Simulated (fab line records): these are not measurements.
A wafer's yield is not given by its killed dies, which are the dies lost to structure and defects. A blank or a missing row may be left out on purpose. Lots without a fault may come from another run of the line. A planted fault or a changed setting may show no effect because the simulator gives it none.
Chamber matching || flow gf180mcu || 4 sister chambers for GF_V3_ETCH_16 on rieDiel-04
The step etches BARC in N2/H2. 14 wafers are shown with their chamber, then 7 later ones without.

## WAFERS WITH THEIR CHAMBER
{"wafer": "L074.2", "chamber": 0, "drypumpMotorCurrentA (A)": 5.4, "n2FlowSccm (sccm)": 99.86, "oesProductAu (a.u.)": 0.852}
{"wafer": "L074.3", "chamber": 2, "drypumpMotorCurrentA (A)": 6.2, "n2FlowSccm (sccm)": 99.66, "oesProductAu (a.u.)": 0.856}
{"wafer": "L074.5", "chamber": 2, "drypumpMotorCurrentA (A)": 6.1, "n2FlowSccm (sccm)": 99.72, "oesProductAu (a.u.)": 0.853}
{"wafer": "L075.2", "chamber": 2, "drypumpMotorCurrentA (A)": 6.1, "n2FlowSccm (sccm)": 99.45, "oesProductAu (a.u.)": 0.852}
{"wafer": "L075.4", "chamber": 0, "drypumpMotorCurrentA (A)": 5.4, "n2FlowSccm (sccm)": 99.67, "oesProductAu (a.u.)": 0.851}
{"wafer": "L075.6", "chamber": 2, "drypumpMotorCurrentA (A)": 6.2, "n2FlowSccm (sccm)": 99.27, "oesProductAu (a.u.)": 0.855}
{"wafer": "L076.1", "chamber": 1, "drypumpMotorCurrentA (A)": 5.6, "n2FlowSccm (sccm)": 100.13, "oesProductAu (a.u.)": 0.855}
{"wafer": "L076.3", "chamber": 0, "drypumpMotorCurrentA (A)": 5.4, "n2FlowSccm (sccm)": 100.54, "oesProductAu (a.u.)": 0.854}
{"wafer": "L076.4", "chamber": 2, "drypumpMotorCurrentA (A)": 6.2, "n2FlowSccm (sccm)": 99.67, "oesProductAu (a.u.)": 0.851}
{"wafer": "L085.4", "chamber": 1, "drypumpMotorCurrentA (A)": 5.6, "n2FlowSccm (sccm)": 99.65, "oesProductAu (a.u.)": 0.847}
{"wafer": "L085.5", "chamber": 3, "drypumpMotorCurrentA (A)": 5.0, "n2FlowSccm (sccm)": 99.61, "oesProductAu (a.u.)": 0.851}
{"wafer": "L085.6", "chamber": 2, "drypumpMotorCurrentA (A)": 6.1, "n2FlowSccm (sccm)": 100.00, "oesProductAu (a.u.)": 0.851}
{"wafer": "L087.2", "chamber": 3, "drypumpMotorCurrentA (A)": 5.0, "n2FlowSccm (sccm)": 100.00, "oesProductAu (a.u.)": 0.856}
{"wafer": "L087.4", "chamber": 2, "drypumpMotorCurrentA (A)": 6.1, "n2FlowSccm (sccm)": 100.01, "oesProductAu (a.u.)": 0.850}

SIGNATURES (means of the wafers above)
{"reading": "drypumpMotorCurrentA", "chamber 0": 5.400, "chamber 1": 5.600, "chamber 2": 6.143, "chamber 3": 5.000, "scatter within a chamber": 0.0414}
{"reading": "n2FlowSccm", "chamber 0": 100.0233, "chamber 1": 99.8900, "chamber 2": 99.6829, "chamber 3": 99.8050, "scatter within a chamber": 0.323}
{"reading": "oesProductAu", "chamber 0": 0.85233, "chamber 1": 0.85100, "chamber 2": 0.85257, "chamber 3": 0.85350, "scatter within a chamber": 0.00281}
Rule: a wafer lies at a distance from a chamber equal to the root of the sum of squares, over the readings, of (its reading less the chamber's mean, divided by the reading's scatter). The wafer belongs to the nearest chamber; if the next one is less than 2 further off, it can't be placed. How the scatter is found: for the shown wafers, subtract from each reading the mean of its chamber, square and add these, divide the total by (wafers less chambers), then take the root.

## WAFERS WHOSE CHAMBER IS MISSING
{"wafer": "L087.6", "drypumpMotorCurrentA (A)": 5.0, "n2FlowSccm (sccm)": 99.99, "oesProductAu (a.u.)": 0.853}
{"wafer": "L092.1", "drypumpMotorCurrentA (A)": 5.4, "n2FlowSccm (sccm)": 100.54, "oesProductAu (a.u.)": 0.860}
{"wafer": "L092.2", "drypumpMotorCurrentA (A)": 5.6, "n2FlowSccm (sccm)": 99.52, "oesProductAu (a.u.)": 0.855}
{"wafer": "L092.6", "drypumpMotorCurrentA (A)": 5.0, "n2FlowSccm (sccm)": 100.12, "oesProductAu (a.u.)": 0.852}
{"wafer": "L097.3", "drypumpMotorCurrentA (A)": 5.6, "n2FlowSccm (sccm)": 100.20, "oesProductAu (a.u.)": 0.853}
{"wafer": "L097.4", "drypumpMotorCurrentA (A)": 5.0, "n2FlowSccm (sccm)": 99.43, "oesProductAu (a.u.)": 0.857}
{"wafer": "L097.5", "drypumpMotorCurrentA (A)": 5.4, "n2FlowSccm (sccm)": 99.82, "oesProductAu (a.u.)": 0.856}

## WHICH CHAMBER EACH WENT THROUGH
{"wafer": "L087.6", "from the rows above": 3, "in truth": 3}
{"wafer": "L092.1", "from the rows above": 0, "in truth": 0}
{"wafer": "L092.2", "from the rows above": 1, "in truth": 1}
{"wafer": "L092.6", "from the rows above": 3, "in truth": 3}
{"wafer": "L097.3", "from the rows above": 1, "in truth": 1}
{"wafer": "L097.4", "from the rows above": 3, "in truth": 3}
{"wafer": "L097.5", "from the rows above": 0, "in truth": 0}
Correctly placed: 7 of 7. Left unplaced by these rows: 0. 0 placed wrongly.
